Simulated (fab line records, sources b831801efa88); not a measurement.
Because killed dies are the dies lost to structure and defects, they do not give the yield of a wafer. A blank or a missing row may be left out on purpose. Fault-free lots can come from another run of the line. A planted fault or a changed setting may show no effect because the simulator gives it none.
Chamber matching    flow sky130    3 sister chambers for SKY_CAPM_CVD_00 on pecvd-03
The step deposits SiO2, target thk 15.5 nm. 6 wafers are shown with their chamber, then 7 later ones without.

== WAFERS PAIRED WITH THEIR CHAMBERS ==
wafer   chamber  heaterPowerOuterW (W)  heaterPowerW (W)
L077.5  0        378                    611
L080.4  2        402                    677
L083.4  0        454                    715
L083.6  1        391                    615
L088.4  2        339                    592
L088.5  1        452                    726

== WAFERS WHOSE CHAMBER IS MISSING ==
wafer   heaterPowerOuterW (W)  heaterPowerW (W)
L088.6  418                    662
L092.1  475                    752
L092.4  482                    738
L092.6  367                    658
L095.2  447                    690
L095.4  406                    705
L095.6  449                    703

== WHICH CHAMBER EACH ONE RAN IN ==
wafer   from the rows above           in truth
L088.6  can't be placed: 0 or 1 or 2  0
L092.1  can't be placed: 1 or 0 or 2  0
L092.4  can't be placed: 1 or 0 or 2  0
L092.6  can't be placed: 2 or 0 or 1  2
L095.2  can't be placed: 1 or 0 or 2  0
L095.4  can't be placed: 1 or 0 or 2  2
L095.6  can't be placed: 1 or 0 or 2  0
Correct placement for 0 of the 7. Cannot be placed on the basis of these rows: 7; the candidates contain the true chamber in 7. 0 placed wrongly.
How it was worked out, from the rows above alone: a wafer's distance from a chamber is the root of the sum, over the readings, of the square of ((its reading less the chamber's mean) divided by the reading's scatter). If the next closest chamber is less than 2 further off than the closest, the wafer can't be placed; otherwise it belongs to the closest. The mean given for a chamber averages the wafers shown for that chamber. The scatter: the root of (the sum of the squares of (reading less its chamber's mean) over the shown wafers, divided by (wafers less chambers)).
